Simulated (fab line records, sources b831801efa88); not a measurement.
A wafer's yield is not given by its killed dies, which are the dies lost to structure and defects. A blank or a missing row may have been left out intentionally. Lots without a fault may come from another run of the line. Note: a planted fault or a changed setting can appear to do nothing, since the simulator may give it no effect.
Which of the tools did it? ; flow sky130 ; 39 wafers from 13 lots sampled at 3 of the route's 708 steps

== WHAT THE GAUGES SHOWED, per wafer ==
SKY_SD_N_RS_MEAS_17: measures by four-point-probe. Usual: SD_P_RS typically reads 146.4 ohm/sq, with standard deviation 0.37.
lot;measured;on;SD_P_RS (ohm/sq);flag
L515;day 28 02:15;film_metro-02;146.7 146.6 146.9;
L520;day 30 05:47;film_metro-02;146.3 146.0 146.5;
L519;day 30 06:06;film_metro-04;146.2 146.0 146.2;
L521;day 30 13:05;film_metro-04;145.7 146.4 146.4;
L526;day 31 20:43;film_metro-04;146.5 146.0 146.5;
L530;day 32 20:57;film_metro-02;146.7 146.7 146.3;
L531;day 33 10:28;film_metro-04;146.7 146.3 146.4;
L532;day 33 18:45;film_metro-03;146.4 146.2 145.7;
L533;day 33 23:33;film_metro-03;146.3 146.9 146.3;
L534;day 34 06:52;film_metro-03;145.7 146.2 146.2;
L536;day 34 19:59;film_metro-04;147.1 147.2 147.2;
L535;day 34 22:22;film_metro-04;146.3 146.6 146.9;
L537;day 35 08:52;film_metro-04;146.8 146.4 146.9;

SKY_LI_CONTACT_OVL_MEAS_13. Usual: LI_CONTACT_OVL typically reads 3 nm, with standard deviation 6.2.
lot;measured;on;LI_CONTACT_OVL (nm);flag
L515;day 29 07:44;overlay-02;7 10 16;
L520;day 31 10:14;overlay-02;-7 -1 -11;
L519;day 31 11:07;overlay-02;7 -2 5;
L521;day 31 17:34;overlay-01;8 6 6;
L526;day 32 23:58;overlay-01;0 8 -5;
L530;day 34 00:10;overlay-02;6 7 7;
L531;day 34 13:56;overlay-02;3 8 5;
L532;day 34 21:55;overlay-01;4 7 3;
L533;day 35 03:08;overlay-01;3 -4 -2;
L534;day 35 11:07;overlay-02;13 3 2;
L536;day 35 23:34;overlay-01;5 9 8;
L535;day 36 01:28;overlay-02;10 8 1;
L537;day 36 12:28;overlay-02;2 -4 6;

== WHICH TOOL RAN EACH LOT (tool, then ch and the chambers of the sampled wafers, then the start) ==
lot;SKY_SD_N_RTA_14
L515;rtp_anneal-02 ch 0, day 28 01:57
L520;rtp_anneal-02 ch 0, day 30 05:28
L519;rtp_anneal-01 ch 0, day 30 05:47
L521;rtp_anneal-02 ch 0, day 30 12:46
L526;rtp_anneal-01 ch 0, day 31 20:26
L530;rtp_anneal-01 ch 0, day 32 20:39
L531;rtp_anneal-02 ch 0, day 33 10:11
L532;rtp_anneal-01 ch 0, day 33 18:24
L533;rtp_anneal-02 ch 0, day 33 23:15
L534;rtp_anneal-01 ch 0, day 34 06:34
L536;rtp_anneal-02 ch 0, day 34 19:40
L535;rtp_anneal-01 ch 0, day 34 22:04
L537;rtp_anneal-02 ch 0, day 35 08:34
- SKY_SD_N_RTA_14: time 2 s.

== WHAT THE TOOLS THEMSELVES READ (means of the sampled wafers that have a number; where no wafer has one, the mark that the record gives instead) ==
SKY_SD_N_RTA_14. Usual: lamp_power_pct 15.74 %, standard deviation 0.049; ramp_up_c_per_s 150.00, standard deviation 0.027; wafer_temp_C_max 1078.1, standard deviation 1.2.
lot;tool;lamp_power_pct (%);ramp_up_c_per_s;wafer_temp_C_max;flag
L515;rtp_anneal-02;15.74;149.99;1077.4;
L520;rtp_anneal-02;15.69;150.00;1076.8;
L519;rtp_anneal-01;15.70;150.02;1078.8;
L521;rtp_anneal-02;15.73;149.99;1078.7;
L526;rtp_anneal-01;15.74;150.02;1078.9;
L530;rtp_anneal-01;15.69;149.98;1078.5;
L531;rtp_anneal-02;15.75;150.01;1077.8;
L532;rtp_anneal-01;15.76;150.01;1078.7;
L533;rtp_anneal-02;15.73;150.03;1077.9;
L534;rtp_anneal-01;15.73;150.01;1077.7;
L536;rtp_anneal-02;15.77;149.99;1076.3;
L535;rtp_anneal-01;15.79;149.99;1078.4;
L537;rtp_anneal-02;15.78;149.98;1078.3;

== THE ANSWER, worked out from the rows above alone ==
Rule: a lot counts as off when the mean over its wafers that have a number is more than 3 standard deviations away from the usual mean. Also off: a lot with no number at a reading for which 4 or more lots have one. All remaining lots with rows at the step are treated as sound. First the gauges in route order, then the tools' own readings, where a lot's mean is used as printed above. At the first step where some lot is off, the reading lying furthest off is the one used; lots without a number count as furthest.
No lot is off on any of the readings shown, so nothing can be concluded from this.

== WHAT HAD BEEN PUT IN BY THE SIMULATOR ==
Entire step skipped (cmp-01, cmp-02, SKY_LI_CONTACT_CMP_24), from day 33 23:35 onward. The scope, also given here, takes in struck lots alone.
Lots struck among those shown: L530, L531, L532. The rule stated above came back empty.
